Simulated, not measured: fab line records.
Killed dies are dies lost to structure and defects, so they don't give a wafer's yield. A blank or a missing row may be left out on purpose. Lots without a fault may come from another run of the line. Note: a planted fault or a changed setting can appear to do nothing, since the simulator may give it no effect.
Code-filled problem report in 8D (eight disciplines) form    flow sky130    the parts of the form that need people (team, actions taken, sign-off) are left out

1. WHAT IS WRONG
Mean LDD_P_TW at SKY_LDD_P_TW_MEAS_11: 588 over 6 wafers in 2 lots; fault-free wafers: 635, standard deviation 6.3. Measured from the usual mean, that is -7.4 standard deviations.
Seen first at day 23 20:47 on film metro-02, wafer L205.3. At this step, 39 wafers from 13 lots have a number in the record. Rule for "out", or "out of limits": more than 4 standard deviations from the usual mean. Any other wafer with a number is counted as sound.

2. WHAT IT IS AND WHAT IT IS NOT
question                     is                      is not
which readings at this step  LDD_P_TW                -
which lots                   L205, L207              L192, L194, L197, L198, L199, L200, L201, L211, L213, L214, L215
which wafers of those lots   all that have a number  -
read on which gauges         film metro-02           film metro-01, film metro-04
when                         from day 23 20:47       up to then (21 sound wafers); but 12 sound wafers of L211, L213, L214, L215 came after

3. THE SUSPECTS, EACH WITH WHAT RULES IT OUT
Counting: a tool stays on the suspect list if, at a process step up to the reading, it processed all lots that are out and no sound lot following the first of them.
- the gauge at SKY_LDD_P_TW_MEAS_11 is ruled out. All the wafers that are out were read on film metro-02, but those of them that SKY_LDD_P_IMPLANT_09 has rows for are out there too, on other tools.
- implanter-02 at SKY_LDD_P_IMPLANT_09: kept. It ran every lot that is out, first L205 (day 23 20:34), and no sound lot after that; its last sound lot up to then is L201 (day 23 02:31). Out on those wafers are its own readings of beam on s, faraday current uA.
The count leaves implanter-02 at SKY_LDD_P_IMPLANT_09.

4. THE CAUSE (what the simulator had put in)
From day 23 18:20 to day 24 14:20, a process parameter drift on implanter-02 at SKY_LDD_P_IMPLANT_09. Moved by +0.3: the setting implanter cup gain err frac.
After counting, this tool was the only one left.

5. THE CHAIN OF EFFECTS, in route order
Rows list readings where the struck wafers' mean (over those with a number) sits beyond 3 standard deviations from the usual. Readings are gone through only where the record gives a usual standard deviation; hours: the median, over the lots, of the time from a lot's start at the first step in this table giving one to that lot's start at this step; sigmas: the change measured in usual standard deviations.
hours  step                  reading             usual   on struck wafers  change  sigmas
0      SKY_LDD_P_IMPLANT_09  beam on s           9.98 s  7.79              -2.19   -10
0      SKY_LDD_P_IMPLANT_09  faraday current uA  56.5    72.6              +16.1   +13
0      SKY_LDD_P_TW_MEAS_11  LDD_P_TW            635     588               -47     -7.4
The process steps in it:
- SKY_LDD_P_IMPLANT_09
At these later measuring or inspecting steps, every struck wafer for which the step has a row has a number for every such reading, and none has moved that far: SKY_CONTACT_THK_MEAS_03, SKY_CONTACT_OVL_MEAS_15, SKY_CONTACT_RS_MEAS_25.

6. WHAT WOULD HAVE CAUGHT IT SOONER
Counted from the fault's start at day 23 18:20, it took 2 hours until the first out-of-limits reading at a measuring or inspecting step in this record, taken at day 23 20:47.
At SKY_LDD_P_IMPLANT_09, the tool's own readings (beam on s, faraday current uA) were out on each struck wafer the step has a row for, so an alarm limit on them would have fired on the first such wafer.
Lots out: 2; of these, L207 started SKY_LDD_P_IMPLANT_09 on implanter-02 after day 23 20:47. A hold on the tool at that time would have spared it.
